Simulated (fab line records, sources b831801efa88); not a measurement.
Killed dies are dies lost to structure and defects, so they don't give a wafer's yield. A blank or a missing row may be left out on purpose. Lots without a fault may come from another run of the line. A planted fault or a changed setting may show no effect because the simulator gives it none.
Which tool did it? | flow sfq_line | 14 lots, 42 wafers sampled, at 2 steps of a route of 325

WHAT THE GAUGES READ, wafer by wafer
The record holds no reading of a measuring or inspecting step that can be judged against a usual standard deviation.

WHICH TOOL RAN EACH LOT (tool, then ch and the chambers of the sampled wafers, then the start)
lot  | SFQ_TRILAYER_I4_VIA_LITHO_COAT_108 | SFQ_TRILAYER_I4_VIA_BARC_OPEN_VIA_ETCH_146
L466 | litho_track-03 ch 0, day 40 05:47  | rie_diel-02 ch 1,2,3, day 46 14:07
L468 | litho_track-03 ch 0, day 41 12:32  | rie_diel-04 ch 1,2, day 47 06:55
L470 | litho_track-03 ch 0, day 41 20:19  | rie_diel-03 ch 1,3, day 47 12:55
L471 | litho_track-02 ch 0, day 43 11:07  | rie_diel-04 ch 0,1,2, day 49 10:28
L472 | litho_track-01 ch 0, day 45 16:38  | rie_diel-03 ch 0,1,2, day 51 14:19
L473 | litho_track-01 ch 0, day 46 01:38  | rie_diel-03 ch 1,2, day 51 22:43
L474 | litho_track-02 ch 0, day 46 12:58  | rie_diel-02 ch 0,3, day 52 10:43
L481 | litho_track-01 ch 0, day 48 14:11  | rie_diel-03 ch 1,2, day 54 02:43
L482 | litho_track-01 ch 0, day 49 06:19  | rie_diel-02 ch 0,2,3, day 54 14:43
L483 | litho_track-02 ch 0, day 49 18:19  | rie_diel-02 ch 0,3, day 55 00:19
L484 | litho_track-03 ch 0, day 49 22:35  | rie_diel-02 ch 1,2, day 55 03:55
L486 | litho_track-03 ch 0, day 50 21:19  | rie_diel-03 ch 0,1,2, day 56 00:05
L487 | litho_track-03 ch 0, day 51 03:22  | rie_diel-03 ch 0,1, day 56 03:41
L489 | litho_track-02 ch 0, day 51 09:25  | rie_diel-03 ch 0,1,2, day 56 08:30
- SFQ_TRILAYER_I4_VIA_LITHO_COAT_108: resist thk 62 nm.
- SFQ_TRILAYER_I4_VIA_BARC_OPEN_VIA_ETCH_146: etches BARC in O2, target depth 125 nm, time 41.7 s.

WHAT THE TOOLS THEMSELVES READ (means of the sampled wafers that have a number; where no wafer has one, the mark that the record gives instead)
SFQ_TRILAYER_I4_VIA_LITHO_COAT_108.
lot  | tool           | resist_line_temp_C (C)
L466 | litho_track-03 | 23.16
L468 | litho_track-03 | 22.96
L470 | litho_track-03 | 23.12
L471 | litho_track-02 | 23.07
L472 | litho_track-01 | 23.11
L473 | litho_track-01 | 22.91
L474 | litho_track-02 | 22.98
L481 | litho_track-01 | 22.90
L482 | litho_track-01 | 23.11
L483 | litho_track-02 | 23.12
L484 | litho_track-03 | 22.89
L486 | litho_track-03 | 22.93
L487 | litho_track-03 | 23.16
L489 | litho_track-02 | 23.15

SFQ_TRILAYER_I4_VIA_BARC_OPEN_VIA_ETCH_146.
lot  | tool        | bias_w (W) | drypump_motor_current_A (A) | oes_product_au (a.u.) | rf_fwd_power_W (W)
L466 | rie_diel-02 | 79.76      | 5.3                         | 0.685                 | 493.9
L468 | rie_diel-04 | 79.88      | 5.3                         | 0.690                 | 494.9
L470 | rie_diel-03 | 80.24      | 5.6                         | 0.683                 | 493.0
L471 | rie_diel-04 | 79.93      | 5.6                         | 0.688                 | 493.8
L472 | rie_diel-03 | 79.87      | 5.7                         | 0.685                 | 493.3
L473 | rie_diel-03 | 80.20      | 5.5                         | 0.685                 | 494.1
L474 | rie_diel-02 | 80.29      | 5.7                         | 0.684                 | 494.5
L481 | rie_diel-03 | 80.00      | 5.5                         | 0.673                 | 494.4
L482 | rie_diel-02 | 79.97      | 5.8                         | 0.673                 | 494.1
L483 | rie_diel-02 | 79.76      | 5.6                         | 0.688                 | 495.3
L484 | rie_diel-02 | 79.97      | 5.4                         | 0.687                 | 494.7
L486 | rie_diel-03 | 79.94      | 5.8                         | 0.686                 | 493.8
L487 | rie_diel-03 | 80.11      | 6.0                         | 0.684                 | 492.1
L489 | rie_diel-03 | 79.74      | 5.8                         | 0.687                 | 493.3

THE ANSWER, worked out from the rows above alone
Rule: what is usual is taken from the lots themselves. Put in order of their means at a reading, lots are off if they are a third of the lots or fewer, leave a main group of 4 or more, and stand apart from it by a gap of 3 or more times the standard deviation of the main group's means; of several such gaps the widest counts. A main group whose means are all the same, to the digits that the tables above print for the reading, isn't used. A lot without any number at a reading at which 4 lots or more have one is off too. The other lots that the step has rows for count as sound. The gauges are gone through in route order, then the tools' own readings, and for those a lot's mean is taken as printed above. The first step at which some lot is off is used, and at that step the reading that is off furthest; a lot without a number counts as furthest.
Off: L481, L482, at SFQ_TRILAYER_I4_VIA_BARC_OPEN_VIA_ETCH_146 (oes_product_au). The main group: mean 0.686 a.u., standard deviation 0.002.
A tool fits if, at that step or a process step before it, it ran every lot that is off, and no sound lot after the first of them. One fits: litho_track-01 at SFQ_TRILAYER_I4_VIA_LITHO_COAT_108. Its last sound lot is L473 (day 46 01:38), its first lot that is off L481 (day 48 14:11): a fault that began between those two fits.

WHAT THE SIMULATOR HAD PUT IN
Process parameter drift: litho_track-01, from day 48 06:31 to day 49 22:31, at SFQ_TRILAYER_I4_VIA_LITHO_COAT_108. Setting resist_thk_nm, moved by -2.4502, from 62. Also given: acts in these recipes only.
Lots struck among those shown: L481, L482. The rule above found the same.
